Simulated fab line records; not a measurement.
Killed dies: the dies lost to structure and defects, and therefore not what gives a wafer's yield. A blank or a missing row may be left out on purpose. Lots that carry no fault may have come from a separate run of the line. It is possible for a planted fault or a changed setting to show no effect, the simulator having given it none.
Check of tool commonality / flow sky130 / 13 lots and 45 wafers in the sample

## THE REASON FOR OPENING IT
2 of 13 lots carry a flag on the reading NWELL_TW at SKY_NWELL_TW_MEAS_15. No-fault wafers: 1815, standard deviation 17.
Rule: a lot gets a flag if all its wafers with a number sit over 4 standard deviations from that mean, or if no wafer of it has a number. As for the other lots, they are considered sound.

lot=L409; measured=day 4 10:44; on=film_metro-02; NWELL_TW, wafer by wafer=1799 1793 1795; flag=
lot=L412; measured=day 5 04:47; on=film_metro-04; NWELL_TW, wafer by wafer=1831 1837 1830; flag=
lot=L413; measured=day 5 12:42; on=film_metro-04; NWELL_TW, wafer by wafer=1833 1822 1831; flag=
lot=L416; measured=day 6 03:20; on=film_metro-03; NWELL_TW, wafer by wafer=1811 1811 1806; flag=
lot=L417; measured=day 6 12:56; on=film_metro-04; NWELL_TW, wafer by wafer=1829 1839 1828; flag=
lot=L419; measured=day 7 13:47; on=film_metro-04; NWELL_TW, wafer by wafer=1845 1845 1849; flag=
lot=L420; measured=day 7 14:41; on=film_metro-03; NWELL_TW, wafer by wafer=1830 1829 1823; flag=
lot=L421; measured=day 7 16:10; on=film_metro-04; NWELL_TW, wafer by wafer=1841 1838 1842; flag=
lot=L422; measured=day 7 21:37; on=film_metro-02; NWELL_TW, wafer by wafer=1801 1796 1795; flag=
lot=L423; measured=day 8 01:23; on=film_metro-04; NWELL_TW, wafer by wafer=30 30 30 30 30 30; flag=FLAGGED
lot=L424; measured=day 8 09:46; on=film_metro-03; NWELL_TW, wafer by wafer=30 30 30 30 30 30; flag=FLAGGED
lot=L426; measured=day 8 19:40; on=film_metro-02; NWELL_TW, wafer by wafer=1805 1810 1800; flag=
lot=L432; measured=day 10 02:17; on=film_metro-04; NWELL_TW, wafer by wafer=1831 1824 1828; flag=
The numbers of the flagged lots are 30 on average: -1785 against the usual, or -99 or more standard deviations.

## EACH LOT AND THE TOOL IT RAN ON
The record holds 2 process steps before the reading, out of a route of 708 steps. Read each cell as the tool, then ch plus the chambers that the sampled wafers visited, then the start.
lot=L409; flag=; SKY_PWDE_STRIP_09=plasma_asher-02 ch 0,1, day 3 19:17; SKY_NWELL_STRIP_14=plasma_asher-03 ch 0,1, day 4 10:38
lot=L412; flag=; SKY_PWDE_STRIP_09=plasma_asher-02 ch 0,1, day 4 09:59; SKY_NWELL_STRIP_14=plasma_asher-04 ch 0,1, day 5 04:41
lot=L413; flag=; SKY_PWDE_STRIP_09=plasma_asher-02 ch 0,1, day 4 19:00; SKY_NWELL_STRIP_14=plasma_asher-03 ch 0, day 5 12:35
lot=L416; flag=; SKY_PWDE_STRIP_09=plasma_asher-02 ch 0,1, day 5 08:29; SKY_NWELL_STRIP_14=plasma_asher-03 ch 0,1, day 6 03:14
lot=L417; flag=; SKY_PWDE_STRIP_09=plasma_asher-02 ch 0,1, day 5 19:10; SKY_NWELL_STRIP_14=plasma_asher-04 ch 0,1, day 6 12:50
lot=L419; flag=; SKY_PWDE_STRIP_09=plasma_asher-01 ch 0,1, day 6 18:34; SKY_NWELL_STRIP_14=plasma_asher-04 ch 0,1, day 7 13:41
lot=L420; flag=; SKY_PWDE_STRIP_09=plasma_asher-04 ch 0,1, day 6 19:33; SKY_NWELL_STRIP_14=plasma_asher-03 ch 0,1, day 7 14:35
lot=L421; flag=; SKY_PWDE_STRIP_09=plasma_asher-02 ch 1, day 6 20:08; SKY_NWELL_STRIP_14=plasma_asher-03 ch 0,1, day 7 16:04
lot=L422; flag=; SKY_PWDE_STRIP_09=plasma_asher-01 ch 0,1, day 7 00:54; SKY_NWELL_STRIP_14=plasma_asher-02 ch 0,1, day 7 21:31
lot=L423; flag=FLAGGED; SKY_PWDE_STRIP_09=plasma_asher-01 ch 0,1, day 7 04:51; SKY_NWELL_STRIP_14=plasma_asher-04 ch 0, day 8 01:16
lot=L424; flag=FLAGGED; SKY_PWDE_STRIP_09=plasma_asher-01 ch 0,1, day 7 12:54; SKY_NWELL_STRIP_14=plasma_asher-03 ch 0,1, day 8 09:40
lot=L426; flag=; SKY_PWDE_STRIP_09=plasma_asher-04 ch 0,1, day 7 22:04; SKY_NWELL_STRIP_14=plasma_asher-03 ch 0, day 8 19:34
lot=L432; flag=; SKY_PWDE_STRIP_09=plasma_asher-02 ch 0,1, day 9 05:23; SKY_NWELL_STRIP_14=plasma_asher-03 ch 0,1, day 10 02:11
What these steps do:
- SKY_PWDE_STRIP_09: strips in O2/N2.
- SKY_NWELL_STRIP_14: strips in O2/N2.
- SKY_NWELL_TW_MEAS_15

## FLAGGED AGAINST TOTAL, ONE TOOL AT A TIME (gauges that did the reading follow at the end)
step=SKY_PWDE_STRIP_09; tool=plasma_asher-01; lots run=4; flagged=2; share of the flagged lots=all; sound lots run after its first flagged lot=0
step=SKY_PWDE_STRIP_09; tool=plasma_asher-02; lots run=7; flagged=0; share of the flagged lots=none; sound lots run after its first flagged lot=-
step=SKY_PWDE_STRIP_09; tool=plasma_asher-04; lots run=2; flagged=0; share of the flagged lots=none; sound lots run after its first flagged lot=-
step=SKY_NWELL_STRIP_14; tool=plasma_asher-02; lots run=1; flagged=0; share of the flagged lots=none; sound lots run after its first flagged lot=-
step=SKY_NWELL_STRIP_14; tool=plasma_asher-03; lots run=8; flagged=1; share of the flagged lots=some; sound lots run after its first flagged lot=2 (L426,L432)
step=SKY_NWELL_STRIP_14; tool=plasma_asher-04; lots run=4; flagged=1; share of the flagged lots=some; sound lots run after its first flagged lot=0
step=SKY_NWELL_TW_MEAS_15; tool=film_metro-02; lots run=3; flagged=0; share of the flagged lots=none; sound lots run after its first flagged lot=-
step=SKY_NWELL_TW_MEAS_15; tool=film_metro-03; lots run=3; flagged=1; share of the flagged lots=some; sound lots run after its first flagged lot=0
step=SKY_NWELL_TW_MEAS_15; tool=film_metro-04; lots run=7; flagged=1; share of the flagged lots=some; sound lots run after its first flagged lot=1 (L432)

## THE TABLE: WHAT IT ALLOWS
1 row of the table ran every flagged lot: plasma_asher-01 at SKY_PWDE_STRIP_09.
- plasma_asher-01 at SKY_PWDE_STRIP_09 ran 4 lots, 2 of them flagged. Last sound lot L422 at day 7 00:54, first flagged lot L423 at day 7 04:51; a fault beginning in between fits. On the flagged lots its readings are blank where sound lots have values: chamber_pressure_mTorr, drypump_motor_current_A, oes_product_au, strip_time_to_endpoint_s.
One tool is left: plasma_asher-01 at SKY_PWDE_STRIP_09.

## WHAT THE SIMULATOR HAD INSERTED
Whole step skipped at SKY_PWDE_STRIP_09 on plasma_asher-01, starting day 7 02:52. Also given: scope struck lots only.
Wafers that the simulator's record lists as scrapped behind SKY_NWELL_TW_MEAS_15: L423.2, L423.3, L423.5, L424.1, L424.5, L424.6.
Lots struck among those shown: L423, L424. The rule given above showed the same thing.
